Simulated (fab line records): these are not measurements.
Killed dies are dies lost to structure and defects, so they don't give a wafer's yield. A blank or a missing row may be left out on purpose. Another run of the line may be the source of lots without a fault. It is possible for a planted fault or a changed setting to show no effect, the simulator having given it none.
What tool caused it? :: flow gf180mcu :: Sampling: 12 lots, 36 wafers, 6 of 602 route steps

## WHAT THE GAUGES READ, wafer by wafer
GF_V1_THK_MEAS_01.
lot: L762
measured: day 17 07:37
on: film metro-04
V1_CVD_00_THK (nm): 598 595 599

lot: L763
measured: day 18 00:01
on: film metro-03
V1_CVD_00_THK (nm): 592 582 590

lot: L764
measured: day 18 06:48
on: film metro-02
V1_CVD_00_THK (nm): 592 599 598

lot: L766
measured: day 18 21:32
on: film metro-03
V1_CVD_00_THK (nm): 604 608 604

lot: L768
measured: day 19 19:42
on: film metro-04
V1_CVD_00_THK (nm): 609 605 607

lot: L769
measured: day 20 05:02
on: film metro-03
V1_CVD_00_THK (nm): 603 600 602

lot: L777
measured: day 23 08:04
on: film metro-04
V1_CVD_00_THK (nm): 593 607 600

lot: L778
measured: day 23 10:19
on: film metro-02
V1_CVD_00_THK (nm): 607 595 599

lot: L780
measured: day 24 06:08
on: film metro-04
V1_CVD_00_THK (nm): 583 602 585

lot: L781
measured: day 24 08:35
on: film metro-03
V1_CVD_00_THK (nm): 599 605 590

lot: L782
measured: day 24 13:04
on: film metro-03
V1_CVD_00_THK (nm): 605 607 600

lot: L783
measured: day 25 01:25
on: film metro-02
V1_CVD_00_THK (nm): 610 610 609

GF_M2_RS_MEAS_05: uses a four-point probe to measure.
lot: L762
measured: day 18 09:53
on: film metro-04
M2_ALCU_RS (ohm/sq): 0.0698 0.0689 0.0685

lot: L763
measured: day 19 02:43
on: film metro-03
M2_ALCU_RS (ohm/sq): 0.0702 0.0695 0.0702

lot: L764
measured: day 19 08:32
on: film metro-01
M2_ALCU_RS (ohm/sq): 0.0694 0.0700 0.0688

lot: L766
measured: day 19 23:15
on: film metro-04
M2_ALCU_RS (ohm/sq): 0.0695 0.0685 0.0697

lot: L768
measured: day 21 01:06
on: film metro-04
M2_ALCU_RS (ohm/sq): 0.0632 0.0640 0.0634

lot: L769
measured: day 21 06:29
on: film metro-04
M2_ALCU_RS (ohm/sq): 0.0625 0.0641 0.0627

lot: L777
measured: day 24 08:53
on: film metro-04
M2_ALCU_RS (ohm/sq): 0.0699 0.0696 0.0679

lot: L778
measured: day 24 10:50
on: film metro-03
M2_ALCU_RS (ohm/sq): 0.0711 0.0693 0.0706

lot: L780
measured: day 25 06:16
on: film metro-01
M2_ALCU_RS (ohm/sq): 0.0708 0.0707 0.0697

lot: L781
measured: day 25 09:14
on: film metro-01
M2_ALCU_RS (ohm/sq): 0.0703 0.0692 0.0696

lot: L782
measured: day 25 13:08
on: film metro-03
M2_ALCU_RS (ohm/sq): 0.0696 0.0690 0.0684

lot: L783
measured: day 26 00:52
on: film metro-03
M2_ALCU_RS (ohm/sq): 0.0694 0.0686 0.0681

GF_M2_THK_MEAS_06: measures by xrf.
lot: L762
measured: day 18 10:00
on: film metro-04
M2_ALCU_THK (nm): 454 462 467

lot: L763
measured: day 19 02:50
on: film metro-03
M2_ALCU_THK (nm): 451 458 451

lot: L764
measured: day 19 08:40
on: film metro-01
M2_ALCU_THK (nm): 455 456 460

lot: L766
measured: day 19 23:22
on: film metro-04
M2_ALCU_THK (nm): 462 468 461

lot: L768
measured: day 21 01:13
on: film metro-04
M2_ALCU_THK (nm): 503 496 499

lot: L769
measured: day 21 06:36
on: film metro-04
M2_ALCU_THK (nm): 508 497 508

lot: L777
measured: day 24 08:59
on: film metro-04
M2_ALCU_THK (nm): 458 456 469

lot: L778
measured: day 24 10:58
on: film metro-03
M2_ALCU_THK (nm): 449 458 449

lot: L780
measured: day 25 06:23
on: film metro-01
M2_ALCU_THK (nm): 447 450 456

lot: L781
measured: day 25 09:22
on: film metro-01
M2_ALCU_THK (nm): 451 460 455

lot: L782
measured: day 25 13:16
on: film metro-03
M2_ALCU_THK (nm): 459 460 466

lot: L783
measured: day 26 00:59
on: film metro-03
M2_ALCU_THK (nm): 457 464 469

GF_M2_OVL_MEAS_15.
lot: L762
measured: day 19 09:25
on: overlay-02
M2_OVL (nm): -3 0 1

lot: L763
measured: day 20 02:47
on: overlay-01
M2_OVL (nm): -6 -5 -8

lot: L764
measured: day 20 08:38
on: overlay-02
M2_OVL (nm): -13 0 -5

lot: L766
measured: day 21 00:04
on: overlay-01
M2_OVL (nm): -3 7 -3

lot: L768
measured: day 22 01:05
on: overlay-01
M2_OVL (nm): 1 -1 2

lot: L769
measured: day 22 06:18
on: overlay-01
M2_OVL (nm): 6 9 7

lot: L777
measured: day 25 07:06
on: overlay-02
M2_OVL (nm): 3 0 4

lot: L778
measured: day 25 08:44
on: overlay-02
M2_OVL (nm): 1 -1 4

lot: L780
measured: day 26 03:41
on: overlay-02
M2_OVL (nm): 1 5 5

lot: L781
measured: day 26 06:52
on: overlay-01
M2_OVL (nm): -6 0 -4

lot: L782
measured: day 26 10:26
on: overlay-01
M2_OVL (nm): 2 0 4

lot: L783
measured: day 26 22:01
on: overlay-02
M2_OVL (nm): -5 3 -1

## WHICH TOOL RAN EACH LOT (tool, then ch and the chambers of the sampled wafers, then the start)
lot: L762
GF_M2_SPUTTER_02: pvd sputter-03, day 18 09:47
GF_M2_SPUTTER_03: pvd sputter-03, day 18 09:49

lot: L763
GF_M2_SPUTTER_02: pvd sputter-04, day 19 02:37
GF_M2_SPUTTER_03: pvd sputter-04, day 19 02:39

lot: L764
GF_M2_SPUTTER_02: pvd sputter-03, day 19 08:27
GF_M2_SPUTTER_03: pvd sputter-03, day 19 08:29

lot: L766
GF_M2_SPUTTER_02: pvd sputter-02, day 19 23:10
GF_M2_SPUTTER_03: pvd sputter-02, day 19 23:11

lot: L768
GF_M2_SPUTTER_02: pvd sputter-03, day 21 00:59
GF_M2_SPUTTER_03: pvd sputter-03, day 21 01:01

lot: L769
GF_M2_SPUTTER_02: pvd sputter-03, day 21 06:23
GF_M2_SPUTTER_03: pvd sputter-03, day 21 06:25

lot: L777
GF_M2_SPUTTER_02: pvd sputter-02, day 24 08:45
GF_M2_SPUTTER_03: pvd sputter-02, day 24 08:47

lot: L778
GF_M2_SPUTTER_02: pvd sputter-04, day 24 10:45
GF_M2_SPUTTER_03: pvd sputter-04, day 24 10:47

lot: L780
GF_M2_SPUTTER_02: pvd sputter-02, day 25 06:11
GF_M2_SPUTTER_03: pvd sputter-02, day 25 06:13

lot: L781
GF_M2_SPUTTER_02: pvd sputter-04, day 25 09:09
GF_M2_SPUTTER_03: pvd sputter-04, day 25 09:11

lot: L782
GF_M2_SPUTTER_02: pvd sputter-03, day 25 13:03
GF_M2_SPUTTER_03: pvd sputter-03, day 25 13:05

lot: L783
GF_M2_SPUTTER_02: pvd sputter-02, day 26 00:46
GF_M2_SPUTTER_03: pvd sputter-02, day 26 00:48
- GF_M2_SPUTTER_02: material AlCu, target thk 450 nm, time 23.9 s.
- GF_M2_SPUTTER_03: material Ti, target thk 10 nm, time 6.7 s.

## WHAT THE TOOLS THEMSELVES READ (means of the sampled wafers that have a number; where no wafer has one, the mark that the record gives instead)
GF_M2_SPUTTER_02.
lot: L762
tool: pvd sputter-03
cathode dc power W (W): 10601
throttle valve pct (%): 31.3

lot: L763
tool: pvd sputter-04
cathode dc power W (W): 10599
throttle valve pct (%): 30.2

lot: L764
tool: pvd sputter-03
cathode dc power W (W): 10599
throttle valve pct (%): 30.7

lot: L766
tool: pvd sputter-02
cathode dc power W (W): 10601
throttle valve pct (%): 30.7

lot: L768
tool: pvd sputter-03
cathode dc power W (W): 11782
throttle valve pct (%): 29.8

lot: L769
tool: pvd sputter-03
cathode dc power W (W): 11781
throttle valve pct (%): 31.3

lot: L777
tool: pvd sputter-02
cathode dc power W (W): 10600
throttle valve pct (%): 30.7

lot: L778
tool: pvd sputter-04
cathode dc power W (W): 10600
throttle valve pct (%): 30.2

lot: L780
tool: pvd sputter-02
cathode dc power W (W): 10601
throttle valve pct (%): 30.3

lot: L781
tool: pvd sputter-04
cathode dc power W (W): 10600
throttle valve pct (%): 30.2

lot: L782
tool: pvd sputter-03
cathode dc power W (W): 10601
throttle valve pct (%): 30.6

lot: L783
tool: pvd sputter-02
cathode dc power W (W): 10598
throttle valve pct (%): 30.2

GF_M2_SPUTTER_03.
lot: L762
tool: pvd sputter-03
cathode dc power W (W): 3000.0
throttle valve pct (%): 31.2

lot: L763
tool: pvd sputter-04
cathode dc power W (W): 3000.0
throttle valve pct (%): 30.3

lot: L764
tool: pvd sputter-03
cathode dc power W (W): 3000.3
throttle valve pct (%): 30.5

lot: L766
tool: pvd sputter-02
cathode dc power W (W): 2999.8
throttle valve pct (%): 30.6

lot: L768
tool: pvd sputter-03
cathode dc power W (W): 2999.3
throttle valve pct (%): 29.7

lot: L769
tool: pvd sputter-03
cathode dc power W (W): 3000.4
throttle valve pct (%): 31.4

lot: L777
tool: pvd sputter-02
cathode dc power W (W): 2999.8
throttle valve pct (%): 30.7

lot: L778
tool: pvd sputter-04
cathode dc power W (W): 3000.2
throttle valve pct (%): 30.2

lot: L780
tool: pvd sputter-02
cathode dc power W (W): 2999.8
throttle valve pct (%): 30.3

lot: L781
tool: pvd sputter-04
cathode dc power W (W): 2999.9
throttle valve pct (%): 30.2

lot: L782
tool: pvd sputter-03
cathode dc power W (W): 2999.7
throttle valve pct (%): 30.6

lot: L783
tool: pvd sputter-02
cathode dc power W (W): 3000.4
throttle valve pct (%): 30.0

## THE ANSWER, worked out from the rows above alone
Rule: the lots themselves supply what counts as usual. Put in order of their means at a reading, lots are off if they are a third of the lots or fewer, leave a main group of 4 or more, and stand apart from it by a gap of 3 or more times the standard deviation of the main group's means; of several such gaps the widest counts. The tables above print the reading to a certain number of digits; a main group whose means all agree to those digits is not used. A lot without any number at a reading at which 4 lots or more have one is off too. Any other lot the step has rows for is counted as sound. After the gauges, taken in route order, come the tools' own readings; for these a lot's mean is taken, as printed above. At the first step where some lot is off, the reading lying furthest off is the one used; lots without a number count as furthest.
Off: at GF_M2_RS_MEAS_05 (M2_ALCU_RS), L768, L769. Mean 0.0695 ohm/sq and standard deviation 0.00055 in the main group.
A tool fits if, at a process step before that reading, it ran every lot that is off, and no sound lot after the first of them. Not tried: the gauges at GF_M2_RS_MEAS_05; whatever is off there is also off at GF_M2_SPUTTER_02, on other tools, and gauge error can't account for it. None of those tried fits.

## WHAT THE SIMULATOR HAD INSERTED
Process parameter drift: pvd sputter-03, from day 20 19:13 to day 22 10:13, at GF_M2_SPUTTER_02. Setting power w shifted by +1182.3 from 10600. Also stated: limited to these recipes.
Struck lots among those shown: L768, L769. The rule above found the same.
